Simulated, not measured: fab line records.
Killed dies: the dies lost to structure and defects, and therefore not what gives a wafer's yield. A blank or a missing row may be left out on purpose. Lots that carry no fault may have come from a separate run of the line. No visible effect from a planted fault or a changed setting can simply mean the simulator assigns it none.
The tool behind it: which one? | flow gf180mcu | 12 lots with 36 wafers sampled at 5 steps, on a route of 602 steps

## WHAT THE GAUGES READ, wafer by wafer
GF_SAB_CD_MEAS_09: target cd 420 nm.
lot  | measured     | on        | cd nm (nm)
L654 | day 15 11:29 | cd sem-01 | 422.4 422.4 421.7
L656 | day 16 05:27 | cd sem-02 | 423.6 423.9 422.1
L657 | day 16 15:37 | cd sem-01 | 413.3 414.6 414.9
L662 | day 18 09:44 | cd sem-01 | 419.6 419.5 420.1
L663 | day 18 16:50 | cd sem-01 | 418.3 416.5 417.4
L668 | day 20 10:55 | cd sem-02 | 421.0 419.5 421.2
L669 | day 21 04:08 | cd sem-02 | 421.8 423.2 421.3
L670 | day 21 10:07 | cd sem-02 | 419.9 418.9 420.9
L671 | day 21 15:41 | cd sem-02 | 416.6 417.3 418.6
L672 | day 21 23:56 | cd sem-01 | 416.8 416.9 420.7
L674 | day 22 17:03 | cd sem-02 | 420.4 420.3 422.9
L675 | day 22 21:09 | cd sem-02 | 422.1 419.6 419.9

GF_SALICIDE_RS_MEAS_04: measures by four-point-probe.
lot  | measured     | on            | SALICIDE_TIN_RS (ohm/sq)
L654 | day 15 12:10 | film metro-02 | 15.9 15.7 16.0
L656 | day 16 05:59 | film metro-04 | 16.3 16.2 16.5
L657 | day 16 16:10 | film metro-04 | 16.0 16.6 16.5
L662 | day 18 10:18 | film metro-04 | 16.7 16.8 16.7
L663 | day 18 17:23 | film metro-04 | 16.2 16.4 16.5
L668 | day 20 11:37 | film metro-04 | 16.3 16.2 16.6
L669 | day 21 04:41 | film metro-04 | 16.2 16.0 16.1
L670 | day 21 10:40 | film metro-04 | 16.7 16.6 16.8
L671 | day 21 16:14 | film metro-02 | 16.1 16.2 16.1
L672 | day 22 00:29 | film metro-04 | 16.1 16.1 16.3
L674 | day 22 17:36 | film metro-04 | 16.7 15.9 16.7
L675 | day 22 21:43 | film metro-02 | 16.0 16.1 16.2

GF_CONTACT_THK_MEAS_01.
lot  | measured     | on            | CONTACT_CVD_00_THK (nm)
L654 | day 15 12:45 | film metro-01 | 297 299 299
L656 | day 16 06:29 | film metro-03 | 299 298 297
L657 | day 16 16:40 | film metro-03 | 307 297 304
L662 | day 18 10:49 | film metro-03 | 153 152 153 153 152 153
L663 | day 18 17:53 | film metro-03 | 149 147 158 149 148 158
L668 | day 20 12:10 | film metro-01 | 302 301 301
L669 | day 21 05:12 | film metro-04 | 304 302 300
L670 | day 21 11:11 | film metro-04 | 304 307 301
L671 | day 21 16:46 | film metro-01 | 305 291 302
L672 | day 22 00:59 | film metro-04 | 303 295 299
L674 | day 22 18:07 | film metro-01 | 300 299 295
L675 | day 22 22:20 | film metro-01 | 299 309 301

## TOOL THAT RAN EACH LOT (tool first, then ch and the chambers of the sampled wafers, then the start)
lot  | GF_SALICIDE_RTA_06               | GF_CONTACT_CVD_00
L654 | rtp anneal-01 ch 0, day 15 12:20 | hdpcvd-02 ch 0,2, day 15 12:41
L656 | rtp anneal-02 ch 0, day 16 06:10 | hdpcvd-02 ch 0,1,2, day 16 06:26
L657 | rtp anneal-02 ch 0, day 16 16:20 | hdpcvd-01 ch 1,2, day 16 16:37
L662 | rtp anneal-01 ch 0, day 18 10:29 | hdpcvd-01 ch 1,2, day 18 10:46
L663 | rtp anneal-02 ch 0, day 18 17:34 | hdpcvd-01 ch 0,1,2, day 18 17:50
L668 | rtp anneal-01 ch 0, day 20 11:47 | hdpcvd-02 ch 0,1,2, day 20 12:04
L669 | rtp anneal-01 ch 0, day 21 04:52 | hdpcvd-01 ch 1,2, day 21 05:10
L670 | rtp anneal-01 ch 0, day 21 10:51 | hdpcvd-02 ch 0,1,2, day 21 11:07
L671 | rtp anneal-01 ch 0, day 21 16:25 | hdpcvd-01 ch 1,2, day 21 16:43
L672 | rtp anneal-02 ch 0, day 22 00:39 | hdpcvd-01 ch 0,1,2, day 22 00:55
L674 | rtp anneal-02 ch 0, day 22 17:47 | hdpcvd-02 ch 0,2, day 22 18:03
L675 | rtp anneal-01 ch 0, day 22 21:55 | hdpcvd-01 ch 0,1,2, day 22 22:17
- GF_SALICIDE_RTA_06: time 30 s.
- GF_CONTACT_CVD_00: deposits SiO2, target thk 300 nm, time 50 s.

## AS READ BY THE TOOLS THEMSELVES (means over the sampled wafers that have a number; for cases with no such wafer, the mark the record gives instead)
GF_SALICIDE_RTA_06.
lot  | tool          | chamber o2 ppm | lamp power pct (%) | wafer_temp_C_max
L654 | rtp anneal-01 | 2.003          | 5.76               | 534.2
L656 | rtp anneal-02 | 1.990          | 6.35               | 532.3
L657 | rtp anneal-02 | 1.976          | 6.35               | 532.4
L662 | rtp anneal-01 | 2.004          | 5.76               | 533.4
L663 | rtp anneal-02 | 2.024          | 6.35               | 532.7
L668 | rtp anneal-01 | 1.999          | 5.77               | 533.6
L669 | rtp anneal-01 | 2.003          | 5.77               | 533.0
L670 | rtp anneal-01 | 1.992          | 5.77               | 533.4
L671 | rtp anneal-01 | 2.008          | 5.76               | 533.0
L672 | rtp anneal-02 | 1.983          | 6.35               | 532.1
L674 | rtp anneal-02 | 2.005          | 6.35               | 532.2
L675 | rtp anneal-01 | 1.995          | 5.77               | 533.2

GF_CONTACT_CVD_00.
lot  | tool      | sih4 flow sccm (sccm)
L654 | hdpcvd-02 | 59.93
L656 | hdpcvd-02 | 60.09
L657 | hdpcvd-01 | 60.26
L662 | hdpcvd-01 | 30.08
L663 | hdpcvd-01 | 29.85
L668 | hdpcvd-02 | 60.04
L669 | hdpcvd-01 | 59.97
L670 | hdpcvd-02 | 60.08
L671 | hdpcvd-01 | 59.92
L672 | hdpcvd-01 | 59.96
L674 | hdpcvd-02 | 60.07
L675 | hdpcvd-01 | 59.99

## THE ANSWER, worked out from the rows above alone
Rule: what is usual is taken from the lots themselves. Put in order of their means at a reading, lots are off if they are a third of the lots or fewer, leave a main group of 4 or more, and stand apart from it by a gap of 3 or more times the standard deviation of the main group's means; of several such gaps the widest counts. Not used: any main group whose means are identical at the precision the tables above print for the reading. Also off: a lot with no number at a reading for which 4 or more lots have one. All remaining lots with rows at the step are treated as sound. First the gauges in route order, then the tools' own readings, where a lot's mean is used as printed above. At the first step where some lot is off, the reading lying furthest off is the one used; lots without a number count as furthest.
Off: L662, L663, at GF_CONTACT_THK_MEAS_01 (CONTACT_CVD_00_THK). Main group: mean 301 nm, sd 2.2.
If a tool, at a process step before that reading, ran all the lots that are off and no sound lot after the first of them, it fits. The gauges at GF_CONTACT_THK_MEAS_01 aren't tried: what is off there is off at GF_CONTACT_CVD_00 too, on other tools, and a gauge's error can't cause that. No candidate that was tried fits.

## WHAT THE SIMULATOR HAD INSERTED
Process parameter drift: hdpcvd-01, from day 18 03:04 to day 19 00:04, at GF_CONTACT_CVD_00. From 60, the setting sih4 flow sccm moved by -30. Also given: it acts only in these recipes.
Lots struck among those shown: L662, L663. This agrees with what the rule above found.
